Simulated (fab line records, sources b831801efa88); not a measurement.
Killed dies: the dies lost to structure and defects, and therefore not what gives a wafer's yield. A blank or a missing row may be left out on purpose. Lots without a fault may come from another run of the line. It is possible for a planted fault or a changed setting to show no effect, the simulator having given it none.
Struck lot and sound lot, side by side + flow gf180mcu + 19 out of 602 route steps
Sound: the wafers L148.2, L148.3, L148.4. Struck: wafer L161.3; the same lot's L161.1 was not struck, so it is left out; see the end for the cause.
Order at every step that has rows: each side's tool, ch and its chambers, its first start. Under that, the readings that differ: sound wafers + struck wafers + difference of the means + sigmas: that difference in standard deviations of wafers without a fault.
alike: a reading whose means differ by less than 2 such deviations, as well as words and numbers matching on both sides. not compared: withheld readings; readings where some wafer has no value; bounds like >300 that might hide an equal value; numbers whose values overlap and for which the record gives no deviation.
The two part at a step that has a row with sigmas, a row that says differs or no value, or rows on one side only. Non-overlapping numbers with no deviation appear without sigmas and do not part them. Lack of a reading on every wafer of one side parts them only where that side has two or more wafers.

first, 2 steps without rows for these wafers: GF_VT_IMPLANT_PEB_27; GF_VT_IMPLANT_DEVELOP_28 (develop time 60 s).
GF_VT_IMPLANT_OVL_MEAS_29:
  struck on overlay-02, day 11 07:43; sound on overlay-01, day 7 16:18
  alike: VT_IMPLANT_02_OVL
following that, these wafers have no rows for 1 step: GF_VT_IMPLANT_IMPLANT_30.
GF_VT_IMPLANT_STRIP_31: strips in O2/N2.
  sound on plasma asher-03 ch 0,1, day 7 16:29; struck on plasma asher-03 ch 0, day 11 07:55
  alike: drypump motor current A, heater power w, oes product au, strip time to endpoint s
  not compared: rf hours counter h
GF_VT_IMPLANT_TW_MEAS_32:
  struck on film metro-02, day 11 08:01; sound on film metro-01, day 7 16:35
  alike: VT_IMPLANT_3_TW
then, 6 steps without rows for these wafers: GF_VT_IMPLANT_DEHYDRATE_33 (time 60 s); GF_VT_IMPLANT_HMDS_34 (prime time 60 s); GF_VT_IMPLANT_COAT_35 (resist thk 1000 nm); GF_VT_IMPLANT_SOFTBAKE_36 (time 60 s); GF_VT_IMPLANT_EXPOSE_37 (exposes mask Nwell HV AREA, target cd 860 nm); GF_VT_IMPLANT_PEB_38.
GF_VT_IMPLANT_DEVELOP_39: develop time 60 s.
  sound on litho track-01 ch 0, day 8 08:54; struck on litho track-04 ch 0, day 12 03:17
  alike: chill plate temp C, exhaust pa
GF_VT_IMPLANT_OVL_MEAS_40:
  struck on overlay-02, day 12 03:26; sound on overlay-01, day 8 09:02
  not compared: VT_IMPLANT_03_OVL
following that, these wafers have no rows for 1 step: GF_VT_IMPLANT_IMPLANT_41.
GF_VT_IMPLANT_STRIP_42: strips in O2/N2.
  sound on plasma asher-04 ch 0,1, day 8 09:13; struck on plasma asher-03 ch 0, day 12 03:38
| reading                      | sound             | struck | difference | sigmas |
|------------------------------|-------------------|--------|------------|--------|
| strip time to endpoint s (s) | 12.61 12.61 12.61 | 12.68  | +0.07      | +2     |
  alike: drypump motor current A, heater power w, oes product au
  not compared: rf hours counter h
GF_VT_IMPLANT_TW_MEAS_43:
  struck on film metro-02, day 12 03:44; sound on film metro-04, day 8 09:19
| reading         | sound       | struck | difference | sigmas |
|-----------------|-------------|--------|------------|--------|
| VT_IMPLANT_4_TW | 691 697 694 | 29     | -665       | -81    |
then, 1 step without rows for these wafers: GF_VT_IMPLANT_CLEAN_44 (cleans in SC1/SC2, time 150 s).
-- a jump in the record: the struck wafers' starts before and after are 22 days apart (it breaks off in module VT_IMPLANT and resumes in module PASSIVATION, where the first step shown is number 602 of the route) --
GF_PASSIVATION_PROBE_99:
  rows exist in the record for the struck wafers here (prober-01, day 33 20:28), but not for the sound ones

== WHERE THEY PART ==
Last at GF_PASSIVATION_PROBE_99 as far as this record goes, first at GF_VT_IMPLANT_STRIP_42.

WHY: whatever the simulator had introduced
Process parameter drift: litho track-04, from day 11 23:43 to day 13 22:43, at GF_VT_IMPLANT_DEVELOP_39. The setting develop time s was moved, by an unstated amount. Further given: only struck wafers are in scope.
